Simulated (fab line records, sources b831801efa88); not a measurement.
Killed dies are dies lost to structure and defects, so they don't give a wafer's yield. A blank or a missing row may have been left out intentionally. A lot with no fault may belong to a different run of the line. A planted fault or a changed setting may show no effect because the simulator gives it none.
The tool behind it: which one?	flow gf180mcu	33 wafers from 11 lots sampled at 3 of the route's 602 steps

WHAT THE GAUGES SHOWED, per wafer
GF_NSD_TW_MEAS_12.
lot	measured	on	NSD_TW
L844	day 14 20:04	film metro-02	4226 4214 4250
L846	day 15 13:29	film metro-02	4237 4247 4247
L847	day 16 09:35	film metro-03	4255 4254 4245
L849	day 16 17:25	film metro-03	4262 4242 4251
L850	day 17 01:49	film metro-02	4242 4246 4207
L853	day 18 04:32	film metro-03	4048 4060 4046
L854	day 18 14:56	film metro-02	4040 4012 4047
L859	day 20 08:04	film metro-03	4263 4252 4274
L860	day 20 13:49	film metro-03	4265 4281 4284
L862	day 21 04:56	film metro-02	4237 4241 4241
L863	day 21 11:11	film metro-03	4271 4305 4316

WHAT TOOL EACH LOT RAN ON (gives the tool, then ch and the chambers of the sampled wafers, and finally the start)
lot	GF_NSD_IMPLANT_09	GF_NSD_STRIP_11
L844	implanter-04 ch 0, day 14 19:40	plasma asher-04 ch 0,1, day 14 19:58
L846	implanter-04 ch 0, day 15 13:05	plasma asher-03 ch 0,1, day 15 13:23
L847	implanter-01 ch 0, day 16 09:11	plasma asher-04 ch 0,1, day 16 09:29
L849	implanter-01 ch 0, day 16 17:04	plasma asher-04 ch 0,1, day 16 17:19
L850	implanter-04 ch 0, day 17 01:28	plasma asher-03 ch 0,1, day 17 01:44
L853	implanter-04 ch 0, day 18 04:08	plasma asher-01 ch 0,1, day 18 04:26
L854	implanter-04 ch 0, day 18 14:34	plasma asher-04 ch 1, day 18 14:50
L859	implanter-01 ch 0, day 20 07:43	plasma asher-03 ch 0,1, day 20 07:58
L860	implanter-01 ch 0, day 20 13:25	plasma asher-01 ch 0,1, day 20 13:43
L862	implanter-02 ch 0, day 21 04:34	plasma asher-01 ch 0, day 21 04:50
L863	implanter-04 ch 0, day 21 10:49	plasma asher-03 ch 1, day 21 11:05
- GF_NSD_IMPLANT_09
- GF_NSD_STRIP_11: strips in O2/N2.

THE ANSWER, worked out from the rows above alone
Rule: usual is defined by the lots themselves. Put in order of their means at a reading, lots are off if they are a third of the lots or fewer, leave a main group of 4 or more, and stand apart from it by a gap of 3 or more times the standard deviation of the main group's means; of several such gaps the widest counts. A main group whose means are all the same, to the digits that the tables above print for the reading, isn't used. A lot without any number at a reading at which 4 lots or more have one is off too. All remaining lots with rows at the step are treated as sound.
Off: at GF_NSD_TW_MEAS_12 (NSD_TW), L853, L854. Main group: mean 4254, sd 21.
A tool fits if, at a process step before that reading, it ran every lot that is off, and no sound lot after the first of them. The gauges at GF_NSD_TW_MEAS_12 are tried like those tools. None of those tried fits.

WHAT THE SIMULATOR PUT IN
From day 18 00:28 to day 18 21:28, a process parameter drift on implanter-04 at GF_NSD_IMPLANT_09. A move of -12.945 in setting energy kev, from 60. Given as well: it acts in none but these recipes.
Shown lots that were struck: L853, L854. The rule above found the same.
